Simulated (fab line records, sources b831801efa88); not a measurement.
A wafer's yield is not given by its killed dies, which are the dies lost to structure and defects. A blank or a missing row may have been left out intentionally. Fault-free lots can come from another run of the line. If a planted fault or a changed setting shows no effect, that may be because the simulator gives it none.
Lot-split experiment -- flow sky130 -- 23 wafers read across 5 lots, on a route 708 steps long

== ON THE SPLIT ==
At SKY_METAL2_EXPOSE_12 (exposes mask MM2, target cd 140 nm), the setting dose-mj was moved away from the recipe's 28 on 12 of the 23 wafers read, by -5.8% to +5.4%. All remaining wafers had this setting at the recipe value.

== FROM THE SPLIT TO THE READING: what the file shows between them, 2 steps ==
- SKY_METAL2_PEB_13
- SKY_METAL2_DEVELOP_14: develop time 60 s

== THE READING ==
cd-nm (nm) at SKY_METAL2_CD_MEAS_15, where the cd target is 140 nm. A value of 140.1 nm with a standard deviation of 1.2 nm is what fault-free wafers of this fab line usually give.

wafer,"tool, chamber at the split",dose-mj as run,against the recipe,"cd-nm, nm",against lot-mates on the recipe
L074.1,"krf-scanner-01, 0",29.46,+5.2%,128.9,-10.2
L074.2,"krf-scanner-01, 0",29.46,+5.2%,129.5,-9.6
L074.3,"krf-scanner-01, 0",29.46,+5.2%,128.4,-10.7
L074.4,"krf-scanner-01, 0",28,recipe,139.2,-
L074.5,"krf-scanner-01, 0",28,recipe,139.1,-
L075.1,"krf-scanner-02, 0",28,recipe,140.7,-
L075.4,"krf-scanner-02, 0",28,recipe,141.2,-
L075.5,"krf-scanner-02, 0",28,recipe,141.4,-
L077.1,"krf-scanner-01, 0",27.19,-2.9%,146.8,+5.9
L077.2,"krf-scanner-01, 0",27.19,-2.9%,147.7,+6.8
L077.4,"krf-scanner-01, 0",28,recipe,140.8,-
L077.5,"krf-scanner-01, 0",28,recipe,140.9,-
L077.6,"krf-scanner-01, 0",27.19,-2.9%,145.6,+4.7
L080.2,"krf-scanner-02, 0",26.37,-5.8%,152.1,+12.7
L080.3,"krf-scanner-02, 0",26.37,-5.8%,150.5,+11.1
L080.4,"krf-scanner-02, 0",26.37,-5.8%,152.1,+12.7
L080.5,"krf-scanner-02, 0",28,recipe,138.8,-
L080.6,"krf-scanner-02, 0",28,recipe,140.1,-
L084.1,"krf-scanner-01, 0",29.51,+5.4%,131.7,-9.9
L084.2,"krf-scanner-01, 0",28,recipe,142.1,-
L084.3,"krf-scanner-01, 0",29.51,+5.4%,133.1,-8.5
L084.5,"krf-scanner-01, 0",29.51,+5.4%,132.6,-9.0
L084.6,"krf-scanner-01, 0",28,recipe,141.2,-

THE FIT
A straight line over all 23 wafers: cd-nm changes by -1.89 nm for each +1% of dose-mj; r = -0.98; the points scatter about the line by 1.4 nm.
The same after taking each lot's own level away (the mean of its wafers on the recipe; 23 wafers): -1.94 nm for each +1%; r = -0.99; scatter 0.76 nm.
The reading moves by 11 nm for the largest change in dose-mj, on that fit.
Across the lots, their own levels run from 139.15 to 141.65 nm, a range of 2.1 times the standard deviation given above.
The two slopes agree, so the slope changes little with the lot-to-lot level.
Check: with one of the wafers moved furthest among these (-5.8%) left out of the fit, the line predicts +11.3 nm for it against its lot-mates. It came out at +12.7 nm against them.

== ADDITIONAL SPLITS CARRIED BY THESE WAFERS ==
Note: prior to the reading, these wafers also went through further splits. Each is held against what the fit with the lots' levels taken away leaves over:
other split on the same wafers,wafers away from the commonest value,r with cd-nm (lot level and that fit taken away)
SKY_CONTACT_HDPCVD_02 sih4-flow-sccm,10,-0.16
SKY_METAL1_SPUTTER_01 power-w,8,-0.15
SKY_METAL1_SPUTTER_02 power-w,4,-0.37
SKY_METAL1_METAL_ETCH_19 over-etch-frac,7,-0.03
SKY_METAL2_SPUTTER_00 time-s,5,+0.38

== THE WHOLE CHAIN: every reading that the file lists as answering this split, in the file's order ==
step,what it does,reading,change (the file's fit),r (the file's)
SKY_METAL2_CD_MEAS_15,target cd 140 nm,cd-nm,-1.93 nm for each +1% of the setting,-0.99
SKY_METAL2_DESCUM_17,"chemistry O2, time 8 s","METAL2.cd-nm (the simulator's own value, which no gauge read)",-1.92 nm for each +1% of the setting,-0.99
SKY_METAL2_METAL_ETCH_19,"etches the open film in Cl2/BCl3, stops on SiO2, target depth 360 nm, time 78 s","METAL2.cd-nm (the simulator's own value, which no gauge read)",-1.83 nm for each +1% of the setting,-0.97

== FILE'S OWN FIT ==
cd-nm changes by -1.93 nm for each +1% of dose-mj, r = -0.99.
